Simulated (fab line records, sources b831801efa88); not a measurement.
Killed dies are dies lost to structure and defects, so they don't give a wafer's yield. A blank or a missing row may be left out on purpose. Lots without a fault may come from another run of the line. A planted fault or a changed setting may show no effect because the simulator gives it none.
One fault seen from 2 desks | flow gf180mcu | each desk has only its own numbers; what lay behind them comes last

THE TOOL OWNER'S DESK: rie_metal-04
The tool's own readings at GF_M3_METAL_ETCH_16 (etches the open film in Cl2/BCl3, stops on SiO2, target depth 627.5 nm, time 104.6 s): means of the sampled wafers that have a number, for each lot that ran on this tool. A lot is out of limits, marked OUT, if its mean lies more than 4 standard deviations from the usual mean; the brackets give that distance.
Columns: A = bias_w at GF_M3_METAL_ETCH_16, usual 140.0 W; B = drypump_motor_current_A at GF_M3_METAL_ETCH_16, usual 5.6 A; C = mfc_cl2_sccm at GF_M3_METAL_ETCH_16, usual 80.00 sccm; D = oes_product_au at GF_M3_METAL_ETCH_16, usual 0.968 a.u.; E = throttle_valve_pct at GF_M3_METAL_ETCH_16, usual 28.255 %
lot  | first seen here | A               | B   | C     | D     | E
L894 | day 25 14:34    | 140.3           | 5.4 | 80.32 | 0.972 | 28.262
L900 | day 27 07:11    | 110.6 (-79) OUT | 5.6 | 79.85 | 0.960 | 28.265
L904 | day 28 15:09    | 110.5 (-80) OUT | 5.3 | 80.02 | 0.965 | 28.259
This desk's finding: out of limits on L900, L904; first on L900, day 27 07:11 (bias_w at GF_M3_METAL_ETCH_16). In limits: L894.

THE METROLOGY DESK
What the gauges read, lot by lot, whatever tool the lot ran on: means of the sampled wafers that have a number. A lot is out of limits, marked OUT, if its mean lies more than 4 standard deviations from the usual mean; the brackets give that distance.
Columns: A = M3_ALCU_RS at GF_M3_RS_MEAS_05, usual 0.0706 ohm/sq; B = M3_ALCU_THK at GF_M3_THK_MEAS_06, usual 441 nm; C = cd_nm at GF_M3_CD_MEAS_14, usual 279.7 nm; D = M3_OVL at GF_M3_OVL_MEAS_15, usual 2 nm
lot  | first seen here | A      | B   | C     | D
L892 | day 23 14:21    | 0.0693 | 445 | 279.4 | -5
L894 | day 24 16:50    | 0.0703 | 444 | 279.0 | 5
L897 | day 25 08:42    | 0.0703 | 440 | 281.4 | 7
L900 | day 26 10:28    | 0.0699 | 450 | 278.3 | 1
L904 | day 27 19:55    | 0.0705 | 439 | 280.1 | -2
L905 | day 27 19:56    | 0.0701 | 447 | 279.7 | 5
This desk's finding: nothing out of limits on any of the 6 lots.

PUT TOGETHER
The tool owner's desk could have raised an alarm at day 27 07:11, on L900, L904.
The metrology desk saw nothing out of limits.
The metrology desk has L900, L904 on record, within its limits.
Of the lots named, all ran GF_M3_METAL_ETCH_16 on rie_metal-04.

WHAT THE SIMULATOR HAD PUT IN
Process parameter drift: rie_metal-04, from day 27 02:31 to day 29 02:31, at GF_M3_METAL_ETCH_16. Setting bias_w, moved by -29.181, from 140. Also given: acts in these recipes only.
Lots struck among those shown: L900, L904.
Hours from the fault's start to each desk's first reading out of limits: the tool owner's desk, 5.
